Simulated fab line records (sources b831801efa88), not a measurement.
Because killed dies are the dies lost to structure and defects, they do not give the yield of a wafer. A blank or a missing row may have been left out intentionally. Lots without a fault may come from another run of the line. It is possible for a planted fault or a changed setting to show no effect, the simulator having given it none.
2 desks, one fault    flow sky130    numbers are kept per desk, each desk with only its own; the story behind them comes last

## FROM THE METROLOGY DESK
Lot by lot, what the gauges showed, no matter which tool ran the lot: averages of those sampled wafers that carry a number. Any lot whose mean is over 4 standard deviations away from the usual mean is out of limits and marked OUT; that distance is given in the brackets.
Columns: A = cd-nm at SKY_METAL4_CD_MEAS_13, usual 300.2 nm; B = METAL4_OVL at SKY_METAL4_OVL_MEAS_14, usual 6 nm
lot   first seen here  A      B
L852  day 43 02:20     298.7  3
L854  day 43 13:31     299.0  5
L856  day 44 07:23     301.0  2
L862  day 45 14:31     300.9  1
L863  day 45 22:37     303.4  10
L872  day 48 09:30     299.3  3
This desk found nothing out of limits on any of the 6 lots.

## AT THE TOOL OWNER'S DESK: rie-metal-04
The tool's own readings at SKY_METAL4_METAL_ETCH_18 (etches the open film in Cl2/BCl3, stops on SiO2, target depth 845 nm, time 183.1 s): means of the sampled wafers that have a number, for each lot that ran on this tool. Any lot whose mean is over 4 standard deviations away from the usual mean is out of limits and marked OUT; that distance is given in the brackets.
Columns: A = chamber-pressure-mTorr at SKY_METAL4_METAL_ETCH_18, usual 10.000 mTorr; B = drypump-motor-current-A at SKY_METAL4_METAL_ETCH_18, usual 5.65 A; C = oes-product-au at SKY_METAL4_METAL_ETCH_18, usual 0.866 a.u.; D = rf-fwd-power-W at SKY_METAL4_METAL_ETCH_18, usual 896.9 W; E = throttle-valve-pct at SKY_METAL4_METAL_ETCH_18, usual 22.263 %
lot   first seen here  A                         B     C      D      E
L856  day 44 07:41     9.990                     5.62  0.865  895.9  22.258
L862  day 45 14:49     12.006 (+99 or more) OUT  5.73  0.856  899.2  22.270
L863  day 45 23:03     12.000 (+99 or more) OUT  5.59  0.869  897.6  22.263
Finding of this desk: L862, L863 out of limits; the first was L862 at day 45 14:49, on chamber-pressure-mTorr at SKY_METAL4_METAL_ETCH_18. Within limits: L856.

## ALL TOGETHER
The tool owner's desk could have raised an alarm at day 45 14:49, on L862, L863.
From the metrology desk's view, nothing was out of limits.
The metrology desk has L862, L863 on record, within its limits.
SKY_METAL4_METAL_ETCH_18 was run on rie-metal-04 by each of the lots named.

## WHAT WAS PUT IN BY THE SIMULATOR
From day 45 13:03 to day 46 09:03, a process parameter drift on rie-metal-04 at SKY_METAL4_METAL_ETCH_18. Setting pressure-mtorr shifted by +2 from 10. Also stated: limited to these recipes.
Shown lots that were struck: L862, L863.
How many hours passed from the start of the fault until each desk's first out-of-limits reading: the tool owner's desk, 2.
